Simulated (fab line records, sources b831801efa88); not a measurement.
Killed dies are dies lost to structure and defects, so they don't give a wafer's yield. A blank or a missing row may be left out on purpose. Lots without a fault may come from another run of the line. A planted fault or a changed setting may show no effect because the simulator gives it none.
Which tool did it? | flow sky130 | 10 lots, 30 wafers sampled, at 3 steps of a route of 708

WHAT THE GAUGES READ, wafer by wafer
SKY_POLY_GATE_THK_MEAS_21.
lot  | measured     | on            | POLY_GATE_OXIDATION_THK (nm)
L665 | day 18 14:14 | film_metro-01 | 4.19 4.22 4.16
L666 | day 19 02:36 | film_metro-03 | 3.99 4.01 4.14
L667 | day 19 11:18 | film_metro-01 | 4.14 4.03 4.04
L668 | day 19 13:54 | film_metro-04 | 4.04 4.02 4.08
L672 | day 21 06:34 | film_metro-03 | 4.00 3.94 3.94
L677 | day 22 20:33 | film_metro-03 | 5.86 5.81 5.81 5.84 5.81 5.83
L679 | day 23 14:46 | film_metro-04 | 5.88 5.90 5.95 5.82 5.91 5.94
L680 | day 23 20:24 | film_metro-04 | 5.84 6.01 5.95 5.91 6.00 5.96
L682 | day 24 13:13 | film_metro-03 | 4.09 4.08 4.04
L683 | day 24 21:38 | film_metro-04 | 4.00 3.91 4.09

WHICH TOOL RAN EACH LOT (tool, then ch and the chambers of the sampled wafers, then the start)
lot  | SKY_NWELL_STRIP_14                   | SKY_POLY_GATE_OXIDATION_20
L665 | plasma_asher-04 ch 0,1, day 5 19:59  | furnace-01 ch 0, day 18 12:59
L666 | plasma_asher-01 ch 0,1, day 6 02:17  | furnace-01 ch 0, day 19 01:21
L667 | plasma_asher-01 ch 0,1, day 6 11:31  | furnace-02 ch 0, day 19 10:02
L668 | plasma_asher-02 ch 0,1, day 6 12:17  | furnace-01 ch 0, day 19 12:39
L672 | plasma_asher-02 ch 0,1, day 7 11:59  | furnace-02 ch 0, day 21 05:19
L677 | plasma_asher-04 ch 0,1, day 8 16:35  | furnace-02 ch 0, day 22 19:18
L679 | plasma_asher-02 ch 0,1, day 9 05:50  | furnace-02 ch 0, day 23 13:30
L680 | plasma_asher-02 ch 0,1, day 9 10:14  | furnace-02 ch 0, day 23 19:08
L682 | plasma_asher-01 ch 0,1, day 9 21:38  | furnace-01 ch 0, day 24 11:57
L683 | plasma_asher-01 ch 0,1, day 10 04:23 | furnace-01 ch 0, day 24 20:22
- SKY_NWELL_STRIP_14: strips in O2/N2.
- SKY_POLY_GATE_OXIDATION_20: stabilise 600 s, purge 300 s, target thk 4 nm.

THE ANSWER, worked out from the rows above alone
Rule: what is usual is taken from the lots themselves. Put in order of their means at a reading, lots are off if they are a third of the lots or fewer, leave a main group of 4 or more, and stand apart from it by a gap of 3 or more times the standard deviation of the main group's means; of several such gaps the widest counts. A main group whose means are all the same, to the digits that the tables above print for the reading, isn't used. A lot without any number at a reading at which 4 lots or more have one is off too. The other lots that the step has rows for count as sound.
Off: L677, L679, L680, at SKY_POLY_GATE_THK_MEAS_21 (POLY_GATE_OXIDATION_THK). The main group: mean 4.05 nm, standard deviation 0.066.
A tool fits if, at a process step before that reading, it ran every lot that is off, and no sound lot after the first of them. The gauges at SKY_POLY_GATE_THK_MEAS_21 are tried like those tools. One fits: furnace-02 at SKY_POLY_GATE_OXIDATION_20. Its last sound lot is L672 (day 21 05:19), its first lot that is off L677 (day 22 19:18): a fault that began between those two fits.

WHAT THE SIMULATOR HAD PUT IN
Process parameter drift: furnace-02, from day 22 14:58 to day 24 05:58, at SKY_POLY_GATE_OXIDATION_20. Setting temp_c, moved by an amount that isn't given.
Lots struck among those shown: L677, L679, L680. The rule above found the same.
